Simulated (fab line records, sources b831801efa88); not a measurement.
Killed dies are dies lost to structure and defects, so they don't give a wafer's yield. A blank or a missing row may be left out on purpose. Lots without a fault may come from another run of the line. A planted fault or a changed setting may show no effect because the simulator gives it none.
Chamber matching | flow sky130 | SKY_VIA4_ETCH_12 on rie_diel-02: 4 sister chambers
The step etches SiO2 in C4F8/O2/Ar, stops on TiN, target depth 580 nm. 14 wafers are shown with their chamber, then 7 later ones without.

WAFERS WITH THEIR CHAMBER
wafer  | chamber | rf_fwd_power_W (W) | oes_product_au (a.u.)
L631.1 | 0       | 1492               | 0.919
L631.3 | 1       | 1503               | 0.926
L631.4 | 2       | 1490               | 0.920
L634.4 | 0       | 1495               | 0.926
L634.5 | 3       | 1489               | 0.920
L634.6 | 2       | 1484               | 0.938
L639.3 | 3       | 1494               | 0.935
L639.4 | 0       | 1499               | 0.927
L639.5 | 3       | 1483               | 0.925
L640.1 | 0       | 1490               | 0.926
L640.3 | 2       | 1490               | 0.927
L640.5 | 3       | 1492               | 0.924
L643.1 | 2       | 1488               | 0.920
L643.2 | 1       | 1495               | 0.941

SIGNATURES (means of the wafers above)
reading        | chamber 0 | chamber 1 | chamber 2 | chamber 3 | scatter within a chamber
rf_fwd_power_W | 1494.00   | 1499.00   | 1488.00   | 1489.50   | 4.14
oes_product_au | 0.92450   | 0.93350   | 0.92625   | 0.92600   | 0.00702
Rule: a wafer's distance from a chamber is the root of the sum, over the readings, of the square of ((its reading less the chamber's mean) divided by the reading's scatter). The wafer belongs to the nearest chamber; if the next one is less than 2 further off, it can't be placed. The scatter: the root of (the sum of the squares of (reading less its chamber's mean) over the shown wafers, divided by (wafers less chambers)).

WAFERS WITHOUT THEIR CHAMBER
wafer  | rf_fwd_power_W (W) | oes_product_au (a.u.)
L643.5 | 1499               | 0.929
L644.2 | 1497               | 0.923
L644.5 | 1493               | 0.925
L644.6 | 1479               | 0.923
L648.1 | 1485               | 0.920
L648.4 | 1481               | 0.920
L648.6 | 1494               | 0.924

WHICH CHAMBER EACH WENT THROUGH
wafer  | from the rows above               | in truth
L643.5 | can't be placed: 1 or 0 or 3      | 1
L644.2 | can't be placed: 0 or 1 or 3 or 2 | 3
L644.5 | can't be placed: 0 or 3 or 2 or 1 | 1
L644.6 | can't be placed: 2 or 3 or 0      | 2
L648.1 | can't be placed: 2 or 3 or 0      | 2
L648.4 | can't be placed: 2 or 3 or 0      | 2
L648.6 | can't be placed: 0 or 3 or 2 or 1 | 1
Placed correctly: 0 of 7. Can't be placed from these rows: 7 (the true chamber is among the candidates in 7). Placed wrongly: 0.
